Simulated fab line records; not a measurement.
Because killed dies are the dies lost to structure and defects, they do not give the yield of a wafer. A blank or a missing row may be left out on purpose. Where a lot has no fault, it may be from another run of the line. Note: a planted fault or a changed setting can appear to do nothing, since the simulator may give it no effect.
One fault seen from 2 desks | flow gf180mcu | each desk has only its own numbers; what lay behind them comes last

AT THE METROLOGY DESK
Means of the sampled wafers that have a number, per lot and without regard to the tool the lot ran on: this is what the gauges read. The brackets show how far a lot's mean lies from the usual mean; more than 4 standard deviations puts the lot out of limits, marked OUT.
Columns: A = STI_OXIDATION_THK at GF_STI_THK_MEAS_02, usual 10.08 nm; B = MVSD_RS at GF_VT_IMPLANT_RS_MEAS_46, usual 456.8 ohm/sq; C = NWELL_RS at GF_VT_IMPLANT_RS_MEAS_47, usual 487.7 ohm/sq; D = cd-nm at GF_POLY_GATE_CD_MEAS_10, usual 279.6 nm
lot  | first seen here | A     | B     | C                | D
L845 | day 1 16:47     | 10.02 | 456.3 | 487.5            | 279.5
L846 | day 1 21:31     | 10.10 | 457.9 | 487.2            | 278.8
L847 | day 2 02:31     | 10.14 | 455.4 | 486.4            | 279.2
L848 | day 2 07:34     | 10.20 | 456.0 | 488.7            | 277.1
L850 | day 2 17:33     | 10.21 | 455.9 | 487.8            | 280.4
L851 | day 2 23:01     | 10.08 | 456.5 | 487.5            | 280.0
L855 | day 3 20:10     | 10.09 | 456.1 | 497.0 (+8.5) OUT | 280.7
L856 | day 3 23:31     | 10.04 | 457.5 | 487.1            | 279.7
L857 | day 4 04:31     | 10.02 | 456.4 | 498.3 (+9.6) OUT | 279.4
L858 | day 4 09:54     | 9.77  | 456.8 | 486.5            | 280.3
L860 | day 4 19:31     | 10.45 | 457.5 | 489.5            | 278.7
L861 | day 5 00:31     | 10.35 | 458.5 | 489.3            | 278.2
L862 | day 5 05:32     | 10.01 | 457.5 | 488.1            | 280.6
L866 | day 6 01:34     | 10.26 | 456.7 | 488.4            | 281.2
Per this desk, out of limits: L855, L857; the first was L855, day 10 16:41 (NWELL_RS at GF_VT_IMPLANT_RS_MEAS_47). L845, L846, L847, L848, L850, L851, L856, L858, L860, L861, L862, L866 stayed within limits.

THE TOOL OWNER'S DESK: implanter-04
The tool's own readings at GF_NWELL_IMPLANT_08: means of the sampled wafers that have a number, for each lot that ran on this tool. The brackets show how far a lot's mean lies from the usual mean; more than 4 standard deviations puts the lot out of limits, marked OUT.
Columns: A = beam-energy-keV at GF_NWELL_IMPLANT_08, usual 449.99; B = end-station-pressure-torr at GF_NWELL_IMPLANT_08, usual 5.05e-06 Torr; C = tilt-deg at GF_NWELL_IMPLANT_08, usual -0.001 degrees
lot  | first seen here | A                        | B        | C
L846 | day 3 17:40     | 449.92                   | 5.01e-06 | -0.008
L848 | day 4 05:02     | 450.14                   | 4.57e-06 | -0.018
L850 | day 4 16:07     | 450.02                   | 5.05e-06 | -0.017
L855 | day 5 21:27     | 401.61 (-99 or more) OUT | 5.24e-06 | 0.000
L857 | day 6 07:01     | 401.44 (-99 or more) OUT | 4.92e-06 | -0.013
This desk's finding: out of limits on L855, L857; first on L855, day 5 21:27 (beam-energy-keV at GF_NWELL_IMPLANT_08). L846, L848, L850 stayed within limits.

ALL TOGETHER
On L855, L857, at day 5 21:27, an alarm was possible from the tool owner's desk.
L855, L857 would have let the metrology desk raise an alarm at day 10 16:41.
Of the lots named, all ran GF_NWELL_IMPLANT_08 on implanter-04.

WHAT THE SIMULATOR HAD INSERTED
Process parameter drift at GF_NWELL_IMPLANT_08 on implanter-04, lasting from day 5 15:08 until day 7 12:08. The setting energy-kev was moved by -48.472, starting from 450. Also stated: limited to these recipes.
Lots struck among those shown: L855, L857.
Fault start to first reading out of limits, in hours, per desk: tool owner, 6; metrology, 122.
